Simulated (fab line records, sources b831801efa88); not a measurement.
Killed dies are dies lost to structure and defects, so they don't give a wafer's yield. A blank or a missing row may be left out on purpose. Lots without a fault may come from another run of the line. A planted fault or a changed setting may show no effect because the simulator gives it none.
fab line records | flow sky130
record lots=5 wafers=15 last_day=50
route steps=708 shown FIELD_ISO@27 NWELL@32 DNWELL@35 PWDE@45 PAD_OPEN@708
lots that met no fault: from a run of the same line without faults
start_h: hours from the record's first day to the start of the lot's first wafer shown | wait_h: hours since the lot's step before | " the same as in the row above | L1.1+2: a row that stands for several wafers | - no value, or no start given | * or withheld: withheld | < > ~ a bound
route shown NAME@n: a module of which the file shows steps, and the number in the route of the first | usual: mean/standard deviation of fault-free wafers | same: alike in all rows | chamber/n: place in a boat | sites: the reading at each site | _std_site: their standard deviation | _edge_site: outer sites' mean less inner sites' | radius_mm: how far each site lies from the wafer's centre | mask NAME#n: copy n | behind: the tool/chamber that last shaped the wafer | hold: why the lot was held/for how many hours/how that ended | device: the transistor (n, p or np) that didn't switch | end of line: the same wafers' tests at the end of the route | a step without rows: its recipe alone | killed: dies lost to structure and defects at the first sort, not the wafer's yield | map: a wafer's dies, x killed, . not, _ none there
set.NAME: the setting as run; set.NAME@STEP: as run at that earlier step | model.NAME: the simulator's own value behind a step, which no gauge read
lots at some steps of the route; a table a step, a row a wafer
services: from which hour (start_h, from the record's first day; less than 0 if before it) a tool's chamber was out of use, for how many hours, and why
## steps
# step SKY_FIELD_ISO_ANNEAL_26
# recipe temp_c=1000 time_s=1800 ambient=N2
# step SKY_FIELD_ISO_CMP_27
# recipe stop_on=Si3N4 t_overpolish_s=16 down_force_psi=4 platen_rpm=60 target_thk_nm=457.8 pad_velocity_m_s=0.94248
# usual motor_current_A=12.4/0.9 overpolish_run_s=16.000/0.009 time_to_endpoint_s=109/4.7
# columns lot.wafer tool chamber start_h wait_h motor_current_A overpolish_run_s time_to_endpoint_s
L657.2 cmp-02 0 38.06 0.0 11.5 15.990 107
L657.4 " 1 " " 11.9 16.020 104
L657.3 " 3 " " 13.7 16.025 109
L662.2 cmp-01 0 66.05 0.4 12.8 15.981 111
L662.3 " 1 " " 11.3 16.002 107
L662.4 " 2 " " 11.5 16.007 112
L669.1 cmp-02 3 96.16 0.0 13.1 15.991 109
L669.4 " 2 " " 14.8 15.986 108
L669.5 " 0 " " 11.8 16.020 110
L677.2 cmp-01 1 139.26 0.1 12.1 15.982 111
L677.3 " 2 " " 12.2 16.016 111
L677.6 " 0 " " 11.7 15.995 111
L678.2 cmp-01 0 141.23 0.0 12.2 15.998 117
L678.4 " 1 " " 11.4 16.003 115
L678.3 " 3 " " 11.6 16.000 113
# step SKY_FIELD_ISO_WET_ETCH_28
# recipe chemistry=dHF target_depth_nm=23.7 target=SiO2 dilution=10:1 temp_c=25 time_s=47
# step SKY_FIELD_ISO_WET_ETCH_29
# recipe chemistry=H3PO4 target_depth_nm=160 target=Si3N4 temp_c=160 time_s=1825
# step SKY_FIELD_ISO_WET_ETCH_30
# recipe chemistry=dHF target_depth_nm=25 target=SiO2 dilution=10:1 temp_c=25 time_s=50
# step SKY_NWELL_CLEAN_00
# recipe chemistry=SC1/SC2 mix=1:4:20 temp_c=70 time_s=150 dry=n2_spin
# step SKY_NWELL_OXIDATION_01
# recipe temp_c=900 ambient=O2 stabilise_s=600 purge_s=300 target_thk_a=100 ox_time_s=1418
# step SKY_NWELL_THK_MEAS_02
# recipe reads=SiO2_of_NWELL_OXIDATION_01
# usual NWELL_OXIDATION_THK=9.88/0.17
# columns lot.wafer tool chamber start_h wait_h NWELL_OXIDATION_THK[nm]
L657.2 film_metro-01 - 43.56 0.0 9.94
L657.3 " - " " 9.78
L657.4 " - " " 9.73
L662.2 film_metro-01 - 69.73 0.0 9.82
L662.3 " - " " 9.99
L662.4 " - " " 9.95
L669.1 film_metro-04 - 99.07 0.0 9.89
L669.4 " - " " 10.11
L669.5 " - " " 10.10
L677.2 film_metro-04 - 142.63 0.0 9.80
L677.3 " - " " 9.75
L677.6 " - " " 9.83
L678.2 film_metro-04 - 144.93 0.0 9.82
L678.3 " - " " 9.76
L678.4 " - " " 9.92
# step SKY_DNWELL_DEHYDRATE_00
# recipe temp_c=200 time_s=60
# step SKY_DNWELL_HMDS_01
# recipe prime_time_s=60 prime_temp_c=120
# step SKY_DNWELL_COAT_02
# recipe spin_rpm=2000 resist_thk_nm=3000
# step SKY_DNWELL_SOFTBAKE_03
# recipe temp_c=109.2 time_s=withheld
# step SKY_DNWELL_EXPOSE_04
# recipe mask_id=DNM na=0.57 target_cd_nm=3000 dose_mj=222
# columns lot.wafer tool chamber start_h wait_h mask
L657.2+3+4 iline_stepper-02 0 51.75 - DNM#0
L662.2+3+4 iline_stepper-01 0 77.65 - DNM#0
L669.1+4+5 iline_stepper-01 0 107.83 - PWDEM#0
L677.2+3+6 iline_stepper-02 0 151.65 - DNM#0
L678.2+3+4 iline_stepper-02 0 154.65 - DNM#0
# step SKY_DNWELL_PEB_05
# recipe temp_c=115 time_s=withheld
# step SKY_DNWELL_DEVELOP_06
# recipe wall_angle_deg=90 developer=TMAH develop_time_s=60 dev_temp_c=23
# step SKY_DNWELL_IMPLANT_07
# recipe species=P energy_kev=withheld dose_cm2=withheld tilt_deg=withheld
# step SKY_DNWELL_STRIP_08
# recipe chemistry=O2/N2 power_w=1400 pressure_mtorr=1500 platen_temp_c=withheld o2_flow_sccm=3000 n2_flow_sccm=300 overash_fraction=0.5
# usual drypump_motor_current_A=5.7/0.58 o2_flow_sccm=3000/9.6 oes_product_au=0.722/0.0049 strip_time_to_endpoint_s=36.97/0.095
# columns lot.wafer tool chamber start_h wait_h drypump_motor_current_A o2_flow_sccm oes_product_au rf_hours_counter_h strip_time_to_endpoint_s
L657.2 plasma_asher-01 1 58.93 0.1 6.1 3001 0.725 37 36.82
L657.3 " 0 " " 6.3 3011 0.713 - 36.86
L657.4 " 1 " " 6.1 3000 0.728 - 36.86
L662.2 plasma_asher-01 0 86.43 0.1 6.3 2991 0.722 39 37.07
L662.3 " 0 " " 6.3 3002 0.720 - 37.02
L662.4 " 1 " " 6.1 3007 0.725 - 37.12
L669.1 plasma_asher-01 0 116.49 0.1 6.3 2998 0.717 43 36.96
L669.4 " 1 " " 6.1 3006 0.719 - 36.98
L669.5 " 1 " " 6.1 3014 0.724 - 37.08
L677.2 plasma_asher-01 1 162.48 0.1 6.1 3000 0.725 47 36.79
L677.3 " 0 " " 6.3 2987 0.719 - 36.90
L677.6 " 1 " " 6.1 2999 0.724 - 36.83
L678.2 plasma_asher-02 1 164.79 0.1 4.7 3006 0.724 36 36.87
L678.3 " 0 " " 5.4 2991 0.723 - 36.92
L678.4 " 1 " " 4.7 3012 0.719 - 36.93
# step SKY_DNWELL_TW_MEAS_09
# usual DNWELL_TW=1121/8
# columns lot.wafer tool chamber start_h wait_h DNWELL_TW
L657.2 film_metro-04 - 59.04 0.1 1115
L657.3 " - " " 1124
L657.4 " - " " 1122
L662.2 film_metro-04 - 86.54 0.1 1120
L662.3 " - " " 1123
L662.4 " - " " 1129
L669.1 film_metro-04 - 116.59 0.1 30
L669.4 " - " " 30
L669.5 " - " " 30
L677.2 film_metro-04 - 162.59 0.1 1126
L677.3 " - " " 1128
L677.6 " - " " 1132
L678.2 film_metro-03 - 164.90 0.1 1125
L678.3 " - " " 1128
L678.4 " - " " 1117
# step SKY_PWDE_DEHYDRATE_00
# recipe temp_c=200 time_s=60
# step SKY_PWDE_HMDS_01
# recipe prime_time_s=60 prime_temp_c=120
# step SKY_PWDE_COAT_02
# recipe spin_rpm=2000 resist_thk_nm=3000
# step SKY_PWDE_SOFTBAKE_03
# recipe temp_c=110 time_s=withheld
# step SKY_PWDE_EXPOSE_04
# recipe mask_id=PWDEM na=0.6 source_shape=conventional sigma_outer=0.6 polarization=unpolarized target_cd_nm=840 dose_mj=214
# step SKY_PWDE_PEB_05
# recipe temp_c=115 time_s=withheld
# step SKY_PWDE_DEVELOP_06
# recipe wall_angle_deg=90 developer=TMAH develop_time_s=60 dev_temp_c=23
# step SKY_PWDE_OVL_MEAS_07
# usual PWDE_OVL=0.5/1.3
# columns lot.wafer tool chamber start_h wait_h PWDE_OVL[nm]
L657.2 overlay-02 - 75.44 - 0.9
L657.3 " - " " 0.6
L657.4 " - " " 0.4
L662.2 overlay-02 - 103.97 - 0.7
L662.3 " - " " 0.3
L662.4 " - " " -0.8
L669.1 overlay-02 - 134.94 - -1.2
L669.4 " - " " 0.7
L669.5 " - " " 0.8
L677.2 overlay-02 - 183.58 - -1.4
L677.3 " - " " -2.3
L677.6 " - " " -1.6
L678.2 overlay-01 - 186.37 - 2.0
L678.3 " - " " 1.5
L678.4 " - " " 1.0
# step SKY_PWDE_IMPLANT_08
# recipe species=B energy_kev=150 dose_cm2=3.6e+12 tilt_deg=withheld
# step SKY_PWDE_STRIP_09
# recipe chemistry=O2/N2 power_w=1400 pressure_mtorr=1500 platen_temp_c=withheld o2_flow_sccm=3000 n2_flow_sccm=300 overash_fraction=0.5
# usual drypump_motor_current_A=5.4/0.43 o2_flow_sccm=3000/9.9 oes_product_au=0.723/0.0048 strip_time_to_endpoint_s=36.87/0.12
# columns lot.wafer tool chamber start_h wait_h drypump_motor_current_A o2_flow_sccm oes_product_au rf_hours_counter_h strip_time_to_endpoint_s
L657.2 plasma_asher-02 1 75.62 0.1 4.8 3018 0.722 26 36.98
L657.3 " 1 " " 4.8 3010 0.721 - 37.12
L657.4 " 0 " " 5.5 3009 0.728 - 37.03
L662.2 plasma_asher-02 0 104.15 0.1 5.5 3004 0.718 29 36.87
L662.3 " 0 " " 5.5 2998 0.723 - 37.00
L662.4 " 1 " " 4.8 2990 0.715 - 37.06
L669.1 plasma_asher-02 1 135.12 0.1 4.8 2994 0.725 33 36.89
L669.4 " 1 " " 4.7 2998 0.724 - 36.85
L669.5 " 1 " " 4.7 2995 0.726 - 36.86
L677.2 plasma_asher-02 0 183.76 0.1 5.4 2996 0.726 37 36.84
L677.3 " 0 " " 5.4 3004 0.717 - 36.74
L677.6 " 0 " " 5.4 3003 0.719 - 36.74
L678.2 plasma_asher-02 1 186.55 0.1 4.7 2989 0.733 38 36.90
L678.3 " 0 " " 5.4 3007 0.719 - 36.81
L678.4 " 1 " " 4.7 2993 0.725 - 36.88
# step SKY_PWDE_TW_MEAS_10
# usual PWDE_TW=375/3.1
# columns lot.wafer tool chamber start_h wait_h PWDE_TW
L657.2 film_metro-03 - 75.73 0.1 380
L657.3 " - " " 379
L657.4 " - " " 380
L662.2 film_metro-03 - 104.26 0.1 377
L662.3 " - " " 376
L662.4 " - " " 377
L669.1 film_metro-04 - 135.22 0.1 1128
L669.4 " - " " 1137
L669.5 " - " " 1141
L677.2 film_metro-04 - 183.87 0.1 373
L677.3 " - " " 374
L677.6 " - " " 378
L678.2 film_metro-03 - 186.66 0.1 379
L678.3 " - " " 375
L678.4 " - " " 376
# step SKY_NWELL_DEHYDRATE_03
# recipe temp_c=200 time_s=60
# step SKY_PAD_OPEN_PROBE_99
# usual killed_at_M0_to_M3=42/7.2 killed_at_M4_up=3.2/1.8 killed_at_contacts=24/5.4 killed_at_front_end=15/4 killed_at_other=0.3/0.59 killed_dies=84/9 killed_on_rim=17/3.3 killed_open=46/7.1 killed_short=38/6
# same gross_dies=492 killed_at_back_side=0
# columns lot.wafer tool chamber start_h wait_h killed_at_M0_to_M3 killed_at_M4_up killed_at_contacts killed_at_front_end killed_at_other killed_dies killed_on_rim killed_open killed_short
L657.2 prober-01 - 1087.50 0.1 47 2 22 15 1 87 19 44 42
L657.3 prober-01 - 1087.55 0.2 31 3 33 21 0 88 14 55 33
L657.4 prober-01 - 1087.60 0.2 38 5 18 14 0 75 13 33 42
L662.2 prober-01 - 1112.28 0.1 35 2 35 6 2 80 15 39 40
L662.3 prober-01 - 1112.33 0.2 41 1 20 10 0 72 12 34 38
L662.4 prober-01 - 1112.38 0.2 44 2 26 10 0 82 16 40 42
L669.1 prober-02 - 1156.12 0.1 44 4 26 417 1 492 96 51 34
L669.4 prober-02 - 1156.27 0.2 37 4 19 432 0 492 96 43 37
L669.5 prober-02 - 1156.32 0.2 43 5 24 419 1 492 96 50 38
L677.2 prober-01 - 1185.77 0.1 50 1 18 15 0 84 22 46 38
L677.3 prober-01 - 1185.82 0.2 42 1 25 19 2 89 20 54 35
L677.6 prober-01 - 1185.97 0.2 43 4 20 19 0 86 17 46 40
# killed by level:class
L657.2 VIA1:geometric_particle:open=12 CONTACT:geometric_particle:open=10 VIA2:geometric_particle:open=6 FIELD_ISO:geometric_particle:open=5 LOCAL_INTERCONNECT:geometric_particle:short=5 METAL2:geometric_particle:short=5 METAL3:geometric_particle:short=5 VIA3:geometric_particle:short=5
L657.3 CONTACT:geometric_particle:open=14 POLY_GATE:geometric_particle:open=8 LI_CONTACT:geometric_particle:open=8 VIA1:geometric_particle:open=7 VIA3:geometric_particle:open=6 POLY_GATE:geometric_particle:short=5 LI_CONTACT:geometric_particle:short=4 FIELD_ISO:geometric_particle:short=3
L657.4 VIA1:geometric_particle:open=8 CONTACT:geometric_particle:short=6 CONTACT:geometric_particle:open=6 VIA1:geometric_particle:short=5 METAL4:geometric_particle:short=5 FIELD_ISO:geometric_particle:short=4 POLY_GATE:geometric_particle:open=4 LI_CONTACT:geometric_particle:short=4
L662.2 LI_CONTACT:geometric_particle:open=11 VIA1:geometric_particle:open=11 CONTACT:geometric_particle:short=7 CONTACT:geometric_particle:open=6 LI_CONTACT:geometric_particle:short=5 LOCAL_INTERCONNECT:geometric_particle:short=5 VIA2:geometric_particle:open=4 VIA1:geometric_particle:short=4
L662.3 VIA3:geometric_particle:open=11 CONTACT:geometric_particle:open=7 METAL2:geometric_particle:short=6 LOCAL_INTERCONNECT:geometric_particle:short=5 METAL1:geometric_particle:short=4 VIA1:geometric_particle:open=4 VIA2:geometric_particle:short=4 FIELD_ISO:geometric_particle:short=3
L662.4 VIA1:geometric_particle:open=10 CONTACT:geometric_particle:open=8 METAL3:geometric_particle:short=7 CONTACT:geometric_particle:short=6 METAL2:geometric_particle:short=6 LI_CONTACT:geometric_particle:open=5 VIA3:geometric_particle:open=5 POLY_GATE:geometric_particle:short=4
L669.1 DNWELL:area_expose=407 VIA1:geometric_particle:open=11 LI_CONTACT:geometric_particle:open=8 CONTACT:geometric_particle:open=8 VIA3:geometric_particle:open=8 VIA2:geometric_particle:open=7 METAL1:geometric_particle:short=5 VIA1:geometric_particle:short=5
L669.4 DNWELL:area_expose=412 VIA1:geometric_particle:open=10 FIELD_ISO:geometric_particle:short=7 LI_CONTACT:geometric_particle:open=7 METAL1:geometric_particle:short=6 CONTACT:geometric_particle:open=5 METAL2:geometric_particle:short=5 CONTACT:geometric_particle:short=4
L669.5 DNWELL:area_expose=404 VIA1:geometric_particle:open=16 CONTACT:geometric_particle:open=8 FIELD_ISO:geometric_particle:open=6 METAL2:geometric_particle:short=6 CONTACT:geometric_particle:short=5 VIA2:geometric_particle:short=5 VIA3:geometric_particle:open=5
L677.2 VIA1:geometric_particle:open=17 VIA1:geometric_particle:short=9 VIA2:geometric_particle:open=8 LI_CONTACT:geometric_particle:open=7 FIELD_ISO:geometric_particle:short=4 POLY_GATE:geometric_particle:short=4 CONTACT:geometric_particle:open=4 VIA2:geometric_particle:short=4
L677.3 CONTACT:geometric_particle:open=13 VIA1:geometric_particle:open=11 POLY_GATE:geometric_particle:open=7 LI_CONTACT:geometric_particle:open=6 VIA3:geometric_particle:open=6 METAL2:geometric_particle:short=5 METAL1:geometric_particle:short=4 POLY_GATE:geometric_particle:short=3
L677.6 VIA1:geometric_particle:open=9 VIA3:geometric_particle:open=7 CONTACT:geometric_particle:open=6 FIELD_ISO:geometric_particle:open=5 POLY_GATE:geometric_particle:short=5 LOCAL_INTERCONNECT:geometric_particle:short=5 VIA1:geometric_particle:short=5 VIA2:geometric_particle:open=5
# map L669.1 (x killed, . not)
__________xxxxxxxxxx_________
________xxxxxxxxxxxxxx_______
______xxxxxxxxxxxxxxxxxx_____
_____xxxxxxxxxxxxxxxxxxxx____
____xxxxxxxxxxxxxxxxxxxxxx___
___xxxxxxxxxxxxxxxxxxxxxxxx__
__xxxxxxxxxxxxxxxxxxxxxxxxxx_
_xxxxxxxxxxxxxxxxxxxxxxxxxxxx
_xxxxxxxxxxxxxxxxxxxxxxxxxxxx
_xxxxxxxxxxxxxxxxxxxxxxxxxxxx
_xxxxxxxxxxxxxxxxxxxxxxxxxxxx
_xxxxxxxxxxxxxxxxxxxxxxxxxxxx
_xxxxxxxxxxxxxxxxxxxxxxxxxxxx
_xxxxxxxxxxxxxxxxxxxxxxxxxxxx
_xxxxxxxxxxxxxxxxxxxxxxxxxxxx
__xxxxxxxxxxxxxxxxxxxxxxxxxx_
___xxxxxxxxxxxxxxxxxxxxxxxx__
____xxxxxxxxxxxxxxxxxxxxxx___
_____xxxxxxxxxxxxxxxxxxxx____
______xxxxxxxxxxxxxxxxxx_____
________xxxxxxxxxxxxxx_______
__________xxxxxxxxxx_________
# map L662.4 (x killed, . not)
__________...x......_________
________x.........x..x_______
______......x.x.......x._____
_____x.......x......x....____
____........xxx.x...x.....___
___..xx.x.......xx.x.......__
__.........x........x...x..._
_........x..........x..xx....
_.x....x....x..x.x...........
_.......x.....x...xx...x.....
_.......xx.......x..........x
_.......xxx.x....x....x.....x
_........xx...xx.....x.......
_.........x........x.....x...
_.x.....x.x.............x...x
__.x.....x..........x...x..x_
___........x.......x....x..__
____....................xx___
_____..........x...xx...x____
______....x..x........x._____
________...x...x......_______
__________x........._________
## services
# columns tool chamber start_h hours kind
iline_stepper-02 - 21.30 11.2 repair
cmp-02 - 64.00 4.0 pm
cmp-02 - 68.00 - consumable_replace:conditioner
cmp-02 - 68.00 - consumable_replace:pad
cmp-02 - 72.13 1.7 repair
cmp-01 - 112.65 0.6 repair
iline_stepper-01 0 118.48 - calibration
cmp-02 - 138.09 4.6 pm
cmp-01 - 152.38 2.8 repair
plasma_asher-01 - 156.59 2.8 pm
## key
first_sign step=SKY_DNWELL_EXPOSE_04 reading=mask direction=changed
effect step=SKY_DNWELL_TW_MEAS_09 reading=DNWELL_TW direction=down sigmas=99+ usual=1121 struck=30
effect step=SKY_PWDE_TW_MEAS_10 reading=PWDE_TW direction=up sigmas=99+ usual=375 struck=1135
effect step=SKY_PAD_OPEN_PROBE_99 reading=killed_at_front_end direction=up sigmas=99+ usual=15 struck=423
more_kills_born_at SKY_DNWELL_EXPOSE_04@iline_stepper-01=1223
met_at SKY_DNWELL_EXPOSE_04
struck_wafers L669.1,L669.4,L669.5
tester_left_out L669
onset_between 77.65 107.83
fault kind=wrong_mask tool=any chamber=- onset_h=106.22 steps=SKY_DNWELL_EXPOSE_04 aux_copy=PWDEM#0 scope=struck_lots_only
# tester_left_out: of these lots the tester's yield and bins aren't shown, on N5 and GAA mostly nor the transistor test; their killed dies are dies lost to structure and defects alone, not to doping, threshold or leakage, so they don't give the yield
